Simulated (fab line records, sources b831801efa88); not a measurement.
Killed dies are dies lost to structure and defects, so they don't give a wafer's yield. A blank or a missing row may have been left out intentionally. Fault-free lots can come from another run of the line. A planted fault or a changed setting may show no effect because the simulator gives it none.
Which tool was responsible? || flow sky130 || Sampling: 11 lots, 33 wafers, 4 of 708 route steps

WHAT THE GAUGES READ, wafer by wafer
SKY_VIA2_RS_MEAS_22: measures by four-point-probe.
{"lot": "L758", "measured": "day 35 21:16", "on": "filmMetro-04", "VIA2_W_RS (ohm/sq)": "0.2677 0.2752 0.2717"}
{"lot": "L760", "measured": "day 36 11:16", "on": "filmMetro-02", "VIA2_W_RS (ohm/sq)": "0.2724 0.2742 0.2722"}
{"lot": "L763", "measured": "day 37 20:31", "on": "filmMetro-03", "VIA2_W_RS (ohm/sq)": "0.2721 0.2724 0.2705"}
{"lot": "L764", "measured": "day 38 03:46", "on": "filmMetro-02", "VIA2_W_RS (ohm/sq)": "0.2719 0.2721 0.2715"}
{"lot": "L765", "measured": "day 38 05:05", "on": "filmMetro-04", "VIA2_W_RS (ohm/sq)": "0.2722 0.2741 0.2714"}
{"lot": "L766", "measured": "day 38 17:37", "on": "filmMetro-03", "VIA2_W_RS (ohm/sq)": "0.2711 0.2694 0.2685"}
{"lot": "L767", "measured": "day 38 21:46", "on": "filmMetro-04", "VIA2_W_RS (ohm/sq)": "0.2702 0.2711 0.2677"}
{"lot": "L768", "measured": "day 39 11:52", "on": "filmMetro-03", "VIA2_W_RS (ohm/sq)": "0.2709 0.2738 0.2732"}
{"lot": "L773", "measured": "day 40 18:25", "on": "filmMetro-04", "VIA2_W_RS (ohm/sq)": "0.2683 0.2717 0.2680"}
{"lot": "L778", "measured": "day 43 14:55", "on": "filmMetro-03", "VIA2_W_RS (ohm/sq)": "0.2944 0.2960 0.2988"}
{"lot": "L780", "measured": "day 43 15:15", "on": "filmMetro-02", "VIA2_W_RS (ohm/sq)": "0.2952 0.2933 0.2943"}

TOOL THAT RAN EACH LOT (tool first, then ch and the chambers of the sampled wafers, then the start)
{"lot": "L758", "SKY_VIA1_CMP_24": "cmp-01 ch 1,3, day 33 13:01", "SKY_METAL2_SPUTTER_02": "pvdSputter-04, day 33 13:19", "SKY_VIA2_CVD_21": "cvdW-01 ch 0,1, day 35 21:08"}
{"lot": "L760", "SKY_VIA1_CMP_24": "cmp-02 ch 2,3, day 34 04:33", "SKY_METAL2_SPUTTER_02": "pvdSputter-01, day 34 04:54", "SKY_VIA2_CVD_21": "cvdW-02 ch 0,1, day 36 11:07"}
{"lot": "L763", "SKY_VIA1_CMP_24": "cmp-01 ch 0,1,3, day 35 13:31", "SKY_METAL2_SPUTTER_02": "pvdSputter-01, day 35 13:52", "SKY_VIA2_CVD_21": "cvdW-01 ch 0,1, day 37 20:23"}
{"lot": "L764", "SKY_VIA1_CMP_24": "cmp-01 ch 0,1,3, day 35 20:46", "SKY_METAL2_SPUTTER_02": "pvdSputter-02, day 35 21:04", "SKY_VIA2_CVD_21": "cvdW-02 ch 0,1, day 38 03:38"}
{"lot": "L765", "SKY_VIA1_CMP_24": "cmp-01 ch 1,2, day 35 22:27", "SKY_METAL2_SPUTTER_02": "pvdSputter-02, day 35 22:48", "SKY_VIA2_CVD_21": "cvdW-01 ch 0,1, day 38 04:56"}
{"lot": "L766", "SKY_VIA1_CMP_24": "cmp-01 ch 0,1,2, day 36 11:58", "SKY_METAL2_SPUTTER_02": "pvdSputter-01, day 36 12:19", "SKY_VIA2_CVD_21": "cvdW-02 ch 0,1, day 38 17:29"}
{"lot": "L767", "SKY_VIA1_CMP_24": "cmp-02 ch 0,2,3, day 36 15:37", "SKY_METAL2_SPUTTER_02": "pvdSputter-01, day 36 15:52", "SKY_VIA2_CVD_21": "cvdW-02 ch 0,1, day 38 21:38"}
{"lot": "L768", "SKY_VIA1_CMP_24": "cmp-02 ch 0,1,2, day 37 06:13", "SKY_METAL2_SPUTTER_02": "pvdSputter-02, day 37 06:34", "SKY_VIA2_CVD_21": "cvdW-01 ch 0,1, day 39 11:44"}
{"lot": "L773", "SKY_VIA1_CMP_24": "cmp-02 ch 1,2,3, day 38 12:42", "SKY_METAL2_SPUTTER_02": "pvdSputter-04, day 38 13:02", "SKY_VIA2_CVD_21": "cvdW-02 ch 0,1, day 40 18:17"}
{"lot": "L778", "SKY_VIA1_CMP_24": "cmp-02 ch 0,1,3, day 41 12:25", "SKY_METAL2_SPUTTER_02": "pvdSputter-01, day 41 12:46", "SKY_VIA2_CVD_21": "cvdW-01 ch 0, day 43 14:41"}
{"lot": "L780", "SKY_VIA1_CMP_24": "cmp-01 ch 0,1, day 41 13:11", "SKY_METAL2_SPUTTER_02": "pvdSputter-02, day 41 13:29", "SKY_VIA2_CVD_21": "cvdW-01 ch 0, day 43 14:59"}
- SKY_VIA1_CMP_24: polishes, stops on SiO2, t overpolish 15 s, target thk 0 nm.
- SKY_METAL2_SPUTTER_02: material AlCu, target thk 250 nm, time 13.3 s.
- SKY_VIA2_CVD_21: deposits W, target thk 420 nm, time 126.4 s.

THE ANSWER, worked out from the rows above alone
Rule: what is usual is taken from the lots themselves. Put in order of their means at a reading, lots are off if they are a third of the lots or fewer, leave a main group of 4 or more, and stand apart from it by a gap of 3 or more times the standard deviation of the main group's means; of several such gaps the widest counts. Not used: any main group whose means are identical at the precision the tables above print for the reading. A lot without any number at a reading at which 4 lots or more have one is off too. Where the step has rows for the other lots, those lots are counted as sound.
Off: L778, L780, seen at SKY_VIA2_RS_MEAS_22 (VIA2_W_RS). The main group has a mean of 0.2713 ohm/sq with a standard deviation of 0.0013.
A tool fits if, at a process step before that reading, it ran every lot that is off, and no sound lot after the first of them. Those tools and the gauges at SKY_VIA2_RS_MEAS_22 are tried in the same way. One fits: cvdW-01 at SKY_VIA2_CVD_21. A fault onset in the window from L768 (day 39 11:44, its last sound lot) to L778 (day 43 14:41, its first lot off) fits.

WHAT THE SIMULATOR PUT IN
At SKY_VIA2_CVD_21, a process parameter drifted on cvdW-01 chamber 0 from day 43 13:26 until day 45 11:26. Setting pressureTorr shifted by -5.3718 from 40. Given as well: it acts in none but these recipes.
Shown lots that were struck: L778, L780. The rule above reached the same finding.
